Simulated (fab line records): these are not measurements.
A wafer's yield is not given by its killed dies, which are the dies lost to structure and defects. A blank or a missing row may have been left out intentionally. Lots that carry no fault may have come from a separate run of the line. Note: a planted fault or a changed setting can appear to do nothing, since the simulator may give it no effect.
Comparing a struck lot with a sound one -- flow sky130 -- 16 out of 708 route steps
Sound: the wafers L408.3, L408.5, L408.6. The struck wafers were L406.1, L406.4, L406.5. The cause is named last.
For every step that has rows: the tool of each side, followed by ch and its chambers, followed by its first start. Under that, the readings that differ: sound wafers -- struck wafers -- difference of the means -- sigmas: that difference in standard deviations of wafers without a fault.
alike: same words and numbers on both sides, and readings whose means sit less than 2 such deviations apart. not compared: any withheld reading, any reading some wafer has no value for, any bound like >300 that may hide the same value, and any number with overlapping values for which the record gives no deviation.
Wherever a step has rows on one side only, a row that says differs or no value, or a row with sigmas, the two part there. Numbers that have no deviation but don't overlap get no sigmas and don't part them. A reading missing from all wafers of one side parts the sides only when that side holds two or more wafers.

first, 5 steps without rows for these wafers: SKY_POLY_GATE_COAT_08 (resist thk 450 nm); SKY_POLY_GATE_SOFTBAKE_09 (time 90 s); SKY_POLY_GATE_EXPOSE_10 (exposes mask P1M, target cd 150 nm); SKY_POLY_GATE_PEB_11; SKY_POLY_GATE_DEVELOP_12 (develop time 60 s).
SKY_POLY_GATE_CD_MEAS_13: the cd target is 150 nm.
  sound on cd_sem-02 at day 21 19:23; struck on cd_sem-01 at day 21 00:43
  alike: cd_nm
SKY_POLY_GATE_OVL_MEAS_14:
  sound on overlay-01 at day 21 19:28; struck on overlay-02 at day 21 00:50
  alike: POLY_GATE_OVL
SKY_POLY_GATE_ETCH_15: etches BARC in N2/H2, stops on SiO2, time 118.5 s, target depth 110 nm.
  sound on rie_diel-03 ch 1,2, day 21 19:29; struck on rie_diel-01 ch 0,2, day 21 00:52
  alike: drypump_motor_current_A, oes_product_au, throttle_valve_pct
  not compared: rf_hours_counter_h
SKY_POLY_GATE_ETCH_16: etches Si3N4 in CH3F/O2, stops on poly-Si, time 147.5 s, target depth 75 nm.
  sound on rie_diel-03 ch 1,2, day 21 19:35; struck on rie_diel-01 ch 0,2, day 21 00:57
  alike: drypump_motor_current_A, oes_product_au, throttle_valve_pct
  not compared: rf_hours_counter_h
SKY_POLY_GATE_ETCH_17: etches poly-Si in HBr/Cl2, stops on SiO2, target depth 180 nm, time 70.5 s.
  sound on rie_si-01 ch 0,1,2, day 21 19:41; struck on rie_si-01 ch 0,2,3, day 21 01:02
  alike: drypump_motor_current_A, oes_product_au, throttle_valve_pct
  not compared: rf_hours_counter_h
SKY_POLY_GATE_STRIP_18: strips in O2/N2.
  sound on plasma_asher-04 ch 0,1, day 21 19:46; struck on plasma_asher-02 ch 0,1, day 21 01:06
  alike: drypump_motor_current_A, oes_product_au, strip_time_to_endpoint_s
  not compared: rf_hours_counter_h
then, 1 step without rows for these wafers: SKY_POLY_GATE_CLEAN_19 (cleans in SC1/SC2, time 150 s).
SKY_POLY_GATE_OXIDATION_20: stabilise 600 s, purge 300 s, target thk 4 nm.
  sound on furnace-01 ch 0, day 21 20:53; struck on furnace-02 ch 0, day 21 01:15
reading,sound,struck,difference,sigmas
model.SiO2_of_POLY_GATE_OXIDATION_20.thk_nm (nm),3.943 3.956 3.953,4.567 4.575 4.571,+0.620,
  alike: spike_tc_lower_C
SKY_POLY_GATE_THK_MEAS_21:
  sound on film_metro-01 at day 21 22:09; struck on film_metro-04 at day 21 02:30
reading,sound,struck,difference,sigmas
POLY_GATE_OXIDATION_THK (nm),3.96 3.98 3.94,4.59 4.60 4.53,+0.61,+8
SKY_POLY_GATE_CD_MEAS_22:
  sound on cd_sem-01 at day 21 22:14; struck on cd_sem-01 at day 21 02:34
  alike: cd_nm
-- here the record skips 28 days between the struck wafers' starts before and after, leaving off in module POLY_GATE and picking up in module PAD_OPEN (first step shown: number 708 of the route) --
SKY_PAD_OPEN_PROBE_99:
  sound on prober-01 at day 49 16:56; struck on prober-02 at day 49 02:17
reading,sound,struck,difference,sigmas
model.etest.tip_n.rs_ohm_sq,439.3 438.3 441.4,448.6 446.6 452.6,+9.6,
  alike: killed_at_M0_to_M3, killed_at_M4_up, killed_at_contacts, killed_at_front_end, killed_at_other, killed_dies, killed_on_rim, killed_open, killed_short
  not compared: model.etest.tip_sonos.rs_ohm_sq

WHERE THEY PART
SKY_POLY_GATE_THK_MEAS_21 only, going by this record. Later steps at which nothing parts them and some readings are alike: SKY_POLY_GATE_CD_MEAS_22, SKY_PAD_OPEN_PROBE_99.

WHY: the cause the simulator had injected
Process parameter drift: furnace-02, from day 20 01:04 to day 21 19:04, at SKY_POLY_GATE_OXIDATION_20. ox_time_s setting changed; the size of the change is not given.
